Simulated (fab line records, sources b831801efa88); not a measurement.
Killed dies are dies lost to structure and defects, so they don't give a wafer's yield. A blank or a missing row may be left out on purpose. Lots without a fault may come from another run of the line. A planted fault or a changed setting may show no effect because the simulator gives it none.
One fault seen from 2 desks | flow sfq_line | each desk has only its own numbers; what lay behind them comes last

THE TOOL OWNER'S DESK: rie_metal-04
The tool's own readings at SFQ_TRILAYER_R5_BARC_OPEN_METAL_ETCH_177 (etches BARC in O2, target depth 125 nm, time 41.7 s): means of the sampled wafers that have a number, for each lot that ran on this tool. A lot is out of limits, marked OUT, if its mean lies more than 4 standard deviations from the usual mean; the brackets give that distance.
Columns: A = drypump_motor_current_A at SFQ_TRILAYER_R5_BARC_OPEN_METAL_ETCH_177, usual 5.8 A; B = oes_product_au at SFQ_TRILAYER_R5_BARC_OPEN_METAL_ETCH_177, usual 0.685 a.u.; C = run_length_s at SFQ_TRILAYER_R5_BARC_OPEN_METAL_ETCH_177, usual 70.1 s
lot  | first seen here | A   | B     | C
L874 | day 60 01:25    | 5.1 | 0.683 | 70.0
L877 | day 65 15:44    | 5.0 | 0.683 | 70.3
L879 | day 67 20:32    | 5.3 | 0.680 | 70.9
This desk's finding: nothing out of limits on any of the 3 lots.

THE METROLOGY DESK
What the gauges read, lot by lot, whatever tool the lot ran on: means of the sampled wafers that have a number. A lot is out of limits, marked OUT, if its mean lies more than 4 standard deviations from the usual mean; the brackets give that distance.
Columns: A = R5_MONX_RS at SFQ_R5_RS_MEAS_933, usual 7.03 ohm/sq; B = R5_MONX_THK at SFQ_R5_THK_MEAS_934, usual 39.5 nm; C = R5_OVL at SFQ_R5_OVL_MEAS_935, usual -1 nm
lot  | first seen here | A    | B    | C
L874 | day 56 11:31    | 7.01 | 39.7 | 3
L877 | day 61 12:43    | 7.07 | 39.2 | 4
L879 | day 63 07:14    | 6.96 | 39.9 | -3
L885 | day 67 14:32    | 7.04 | 39.5 | 0
L886 | day 67 21:44    | 7.01 | 39.7 | 5
This desk's finding: nothing out of limits on any of the 5 lots.

PUT TOGETHER
The tool owner's desk saw nothing out of limits.
The metrology desk saw nothing out of limits.

WHAT THE SIMULATOR HAD PUT IN
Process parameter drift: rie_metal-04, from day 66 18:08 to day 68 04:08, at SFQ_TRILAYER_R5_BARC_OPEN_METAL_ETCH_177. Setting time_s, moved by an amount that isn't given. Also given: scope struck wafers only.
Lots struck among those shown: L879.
